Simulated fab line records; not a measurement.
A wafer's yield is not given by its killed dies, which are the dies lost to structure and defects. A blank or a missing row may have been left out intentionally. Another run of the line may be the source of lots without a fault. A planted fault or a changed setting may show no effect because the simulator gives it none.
Which tool is to blame? | flow sky130 | 10 lots, 30 wafers sampled, at 6 steps of a route of 708

== WHAT THE GAUGES SHOWED, per wafer ==
SKY_SONOS_ONO_OVL_MEAS_14.
lot  | measured     | on         | SONOS_ONO_OVL (nm)
L651 | day 13 16:58 | overlay-02 | -1.7 -2.2 -1.3
L652 | day 14 00:46 | overlay-01 | 1.8 -0.2 -0.5
L653 | day 14 07:34 | overlay-02 | -3.0 -2.0 -2.0
L655 | day 14 22:23 | overlay-01 | 1.2 -0.6 0.9
L656 | day 15 08:22 | overlay-02 | -2.0 -1.9 -2.7
L662 | day 17 03:14 | overlay-01 | -0.5 -0.5 0.9
L663 | day 17 17:17 | overlay-01 | -2.7 -1.6 -2.1
L664 | day 17 23:09 | overlay-02 | 0.7 0.4 0.7
L668 | day 19 10:46 | overlay-01 | -0.1 -2.1 -0.3
L671 | day 21 10:27 | overlay-01 | -0.7 -1.0 -0.7

SKY_METAL2_RS_MEAS_05: measures by four-point-probe.
lot  | measured     | on            | METAL2_ALCU_RS (ohm/sq)
L651 | day 34 22:30 | film_metro-03 | 0.1250 0.1260 0.1248
L652 | day 35 06:48 | film_metro-03 | 0.1252 0.1286 0.1284
L653 | day 35 17:40 | film_metro-01 | 0.1310 0.1287 0.1282
L655 | day 36 08:49 | film_metro-03 | 0.1240 0.1245 0.1243
L656 | day 36 17:28 | film_metro-04 | 0.1254 0.1270 0.1257
L662 | day 38 05:52 | film_metro-04 | 0.1293 0.1282 0.1274
L663 | day 38 13:43 | film_metro-04 | 8.4030 8.4744 8.5496
L664 | day 38 17:16 | film_metro-04 | 8.6106 8.7111 8.6965
L668 | day 40 01:33 | film_metro-01 | 0.1275 0.1253 0.1272
L671 | day 42 01:44 | film_metro-01 | 0.1247 0.1249 0.1244

SKY_METAL2_THK_MEAS_06: measures by xrf.
lot  | measured     | on            | METAL2_ALCU_THK (nm)
L651 | day 34 22:37 | film_metro-03 | 254 251 255
L652 | day 35 06:55 | film_metro-03 | 251 246 247
L653 | day 35 17:47 | film_metro-01 | 244 249 250
L655 | day 36 08:56 | film_metro-03 | 255 252 254
L656 | day 36 17:35 | film_metro-04 | 254 251 254
L662 | day 38 05:59 | film_metro-04 | 247 250 252
L663 | day 38 13:50 | film_metro-04 | <0 <0 <0
L664 | day 38 17:23 | film_metro-04 | <0 <0 <0
L668 | day 40 01:40 | film_metro-01 | 249 250 251
L671 | day 42 01:51 | film_metro-01 | 254 255 254

== TOOL THAT RAN EACH LOT (tool first, then ch and the chambers of the sampled wafers, then the start) ==
lot  | SKY_POLY_GATE_ETCH_16              | SKY_METAL1_SPUTTER_01        | SKY_METAL2_SPUTTER_02
L651 | rie_diel-04 ch 0,1,3, day 17 11:41 | pvd_sputter-03, day 32 13:04 | pvd_sputter-04, day 34 22:25
L652 | rie_diel-03 ch 0,3, day 17 20:41   | pvd_sputter-02, day 32 22:49 | pvd_sputter-01, day 35 06:43
L653 | rie_diel-04 ch 0,1,2, day 18 04:14 | pvd_sputter-02, day 33 09:08 | pvd_sputter-01, day 35 17:35
L655 | rie_diel-03 ch 0,1,3, day 18 22:53 | pvd_sputter-03, day 34 01:37 | pvd_sputter-03, day 36 08:42
L656 | rie_diel-01 ch 1,2,3, day 19 11:11 | pvd_sputter-01, day 34 09:41 | pvd_sputter-01, day 36 17:21
L662 | rie_diel-04 ch 0,1,3, day 21 09:17 | pvd_sputter-01, day 35 23:08 | pvd_sputter-03, day 38 05:46
L663 | rie_diel-03 ch 0,2,3, day 21 18:41 | pvd_sputter-03, day 36 06:32 | pvd_sputter-01, day 38 13:37
L664 | rie_diel-01 ch 1,2,3, day 22 01:50 | pvd_sputter-03, day 36 10:29 | pvd_sputter-04, day 38 17:10
L668 | rie_diel-03 ch 0,1,2, day 23 12:56 | pvd_sputter-03, day 37 19:08 | pvd_sputter-04, day 40 01:28
L671 | rie_diel-01 ch 0,1,2, day 25 11:02 | pvd_sputter-01, day 39 22:35 | pvd_sputter-03, day 42 01:38
- SKY_POLY_GATE_ETCH_16: etches Si3N4 in CH3F/O2, stops on poly-Si, time 147.5 s, target depth 75 nm.
- SKY_METAL1_SPUTTER_01: material TiN, target thk 20 nm, time 16.7 s.
- SKY_METAL2_SPUTTER_02: material AlCu, target thk 250 nm, time 13.3 s.

== WHAT THE TOOLS THEMSELVES READ (means of the sampled wafers that have a number; where no wafer has one, the mark that the record gives instead) ==
SKY_POLY_GATE_ETCH_16.
lot  | tool        | drypump_motor_current_A (A) | oes_product_au (a.u.) | rf_fwd_power_W (W) | throttle_valve_pct (%)
L651 | rie_diel-04 | 5.3                         | 0.640                 | 398.2              | 10.537
L652 | rie_diel-03 | 6.3                         | 0.638                 | 398.6              | 10.538
L653 | rie_diel-04 | 5.2                         | 0.640                 | 398.2              | 10.537
L655 | rie_diel-03 | 5.9                         | 0.644                 | 398.4              | 10.526
L656 | rie_diel-01 | 5.9                         | 0.647                 | 398.5              | 10.533
L662 | rie_diel-04 | 5.3                         | 0.636                 | 397.2              | 10.530
L663 | rie_diel-03 | 6.0                         | 0.646                 | 397.6              | 10.538
L664 | rie_diel-01 | 5.9                         | 0.637                 | 398.3              | 10.539
L668 | rie_diel-03 | 5.6                         | 0.646                 | 398.3              | 10.534
L671 | rie_diel-01 | 5.8                         | 0.644                 | 398.6              | 10.528

SKY_METAL1_SPUTTER_01.
lot  | tool           | cathode_dc_power_W (W) | chamber_pressure_pa (Pa) | throttle_valve_pct (%)
L651 | pvd_sputter-03 | 6500.8                 | 0.3994                   | 29.4
L652 | pvd_sputter-02 | 6500.5                 | 0.3996                   | 29.2
L653 | pvd_sputter-02 | 6500.2                 | 0.4000                   | 28.3
L655 | pvd_sputter-03 | 6499.3                 | 0.3998                   | 30.4
L656 | pvd_sputter-01 | 6500.4                 | 0.3998                   | 30.9
L662 | pvd_sputter-01 | 6499.6                 | 0.3999                   | 31.0
L663 | pvd_sputter-03 | 6500.1                 | 0.4009                   | 30.3
L664 | pvd_sputter-03 | 6500.3                 | 0.4006                   | 29.8
L668 | pvd_sputter-03 | 6498.0                 | 0.4000                   | 30.3
L671 | pvd_sputter-01 | 6501.3                 | 0.3995                   | 30.6

SKY_METAL2_SPUTTER_02.
lot  | tool           | cathode_dc_power_W (W) | chamber_pressure_pa (Pa) | throttle_valve_pct (%)
L651 | pvd_sputter-04 | 10600                  | 0.4004                   | 29.3
L652 | pvd_sputter-01 | 10600                  | 0.4009                   | 31.1
L653 | pvd_sputter-01 | 10599                  | 0.3996                   | 30.7
L655 | pvd_sputter-03 | 10601                  | 0.3995                   | 29.3
L656 | pvd_sputter-01 | 10601                  | 0.3997                   | 30.6
L662 | pvd_sputter-03 | 10601                  | 0.3998                   | 29.7
L663 | pvd_sputter-01 | -                      | -                        | -
L664 | pvd_sputter-04 | -                      | -                        | -
L668 | pvd_sputter-04 | 10602                  | 0.3992                   | 30.4
L671 | pvd_sputter-03 | 10601                  | 0.3999                   | 29.7

== THE ANSWER, worked out from the rows above alone ==
Rule: the lots themselves supply what counts as usual. Put in order of their means at a reading, lots are off if they are a third of the lots or fewer, leave a main group of 4 or more, and stand apart from it by a gap of 3 or more times the standard deviation of the main group's means; of several such gaps the widest counts. A main group is skipped when, at the precision printed for the reading in the tables above, its means are all equal. Also off: a lot with no number at a reading for which 4 or more lots have one. Where the step has rows for the other lots, those lots are counted as sound. After the gauges, taken in route order, come the tools' own readings; for these a lot's mean is taken, as printed above. At the first step where some lot is off, the reading lying furthest off is the one used; lots without a number count as furthest.
Off: at SKY_METAL2_RS_MEAS_05 (METAL2_ALCU_RS), L663, L664. Main group: mean 0.1265 ohm/sq, sd 0.0017.
A tool fits if, at a process step before that reading, it ran every lot that is off, and no sound lot after the first of them. Not tried: the gauges at SKY_METAL2_RS_MEAS_05; whatever is off there is also off at SKY_METAL2_SPUTTER_02, on other tools, and gauge error can't account for it. None of those tried fits.

== WHAT WAS PUT IN BY THE SIMULATOR ==
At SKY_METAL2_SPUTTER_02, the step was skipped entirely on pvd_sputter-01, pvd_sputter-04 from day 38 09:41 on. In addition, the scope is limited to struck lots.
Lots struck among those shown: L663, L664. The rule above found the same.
